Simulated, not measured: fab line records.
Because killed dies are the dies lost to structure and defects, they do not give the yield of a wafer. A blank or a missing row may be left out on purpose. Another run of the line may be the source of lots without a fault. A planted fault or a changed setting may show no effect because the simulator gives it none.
Split-lot study -- flow sfq_line -- 5 lots, 23 wafers read, on a route of 325 steps

THE SPLIT ITSELF
At SFQ_TRILAYER_M1_BARC_OPEN_METAL_ETCH_054 (etches BARC in O2, target depth 125 nm, time 41.7 s), the setting time_s was moved away from the recipe's 41.7 s on 10 of the 23 wafers read, by -13.6% to +7.9%. The other wafers ran this setting at the recipe's value.

Reading taken at the split's own step.

THE READING
oes_product_au, in a.u., at SFQ_TRILAYER_M1_BARC_OPEN_METAL_ETCH_054 (etches BARC in O2, target depth 125 nm, time 41.7 s). Fault-free wafers of this fab line usually give 0.685 a.u., standard deviation 0.0044 a.u.

wafer,"tool, chamber at the split","time_s as run, s",against the recipe,"oes_product_au, a.u.",against lot-mates on the recipe
L075.1,"rie_metal-02, 1",39.12,-6.2%,0.709,+0.026
L075.3,"rie_metal-02, 0",39.12,-6.2%,0.702,+0.019
L075.4,"rie_metal-02, 1",41.7,recipe,0.683,-
L075.5,"rie_metal-02, 0",41.7,recipe,0.682,-
L075.6,"rie_metal-02, 1",39.12,-6.2%,0.703,+0.020
L077.1,"rie_metal-01, 0",41.7,recipe,0.682,-
L077.4,"rie_metal-01, 0",41.7,recipe,0.687,-
L077.6,"rie_metal-01, 0",41.7,recipe,0.685,-
L080.1,"rie_metal-02, 0",45.01,+7.9%,0.673,-0.004
L080.2,"rie_metal-02, 1",45.01,+7.9%,0.679,+0.002
L080.4,"rie_metal-02, 0",41.7,recipe,0.677,-
L080.5,"rie_metal-02, 1",41.7,recipe,0.678,-
L080.6,"rie_metal-02, 0",45.01,+7.9%,0.671,-0.006
L081.2,"rie_metal-02, 0",36.01,-13.6%,0.732,+0.047
L081.3,"rie_metal-02, 1",41.7,recipe,0.681,-
L081.4,"rie_metal-02, 0",41.7,recipe,0.692,-
L081.5,"rie_metal-02, 0",36.01,-13.6%,0.734,+0.049
L081.6,"rie_metal-02, 1",41.7,recipe,0.681,-
L083.1,"rie_metal-01, 0",41.7,recipe,0.685,-
L083.2,"rie_metal-01, 1",36.22,-13.1%,0.737,+0.050
L083.3,"rie_metal-01, 0",41.7,recipe,0.689,-
L083.4,"rie_metal-01, 1",41.7,recipe,0.687,-
L083.6,"rie_metal-01, 0",36.22,-13.1%,0.736,+0.049

FIT RESULTS
A straight line over all 23 wafers: oes_product_au changes by -0.00309 a.u. for each +1% of time_s; r = -0.95; the points scatter about the line by 0.007 a.u.
The same after taking each lot's own level away (the mean of its wafers on the recipe; 23 wafers): -0.0028 a.u. for each +1%; r = -0.92; scatter 0.0077 a.u.
On that fit, the largest move of time_s shifts the reading by 0.038 a.u.
Measured against the standard deviation above, the lots' own levels, which go from 0.6775 to 0.6870 a.u., span 2.2 times it.
So the lot-to-lot level changes the slope: the two fits differ.
Check: for one of the wafers moved furthest among these (-13.6%), held out of the fit, the line's prediction against its lot-mates is +0.0424 a.u. Against them it came out at +0.0473 a.u.
Tool readings at the split's step, against how far the setting was moved: oes_product_au r = -0.95.

THE WHOLE CHAIN: every reading that the file lists as answering this split, in the file's order
step,what it does,reading,change (the file's fit),r (the file's)
SFQ_TRILAYER_M1_BARC_OPEN_METAL_ETCH_054,"etches BARC in O2, target depth 125 nm, time 41.7 s",oes_product_au,-0.0032 a.u. for each +1% of the setting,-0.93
SFQ_TRILAYER_M1_BARC_OPEN_METAL_ETCH_054,"etches BARC in O2, target depth 125 nm, time 41.7 s","KrF_of_TRILAYER_M1_LITHO_COAT_039.thk_nm (the simulator's own value, which no gauge read)",-0.52 nm for each +1% of the setting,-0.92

THE FILE'S OWN FIT
oes_product_au changes by -0.0032 a.u. for each +1% of time_s, r = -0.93.
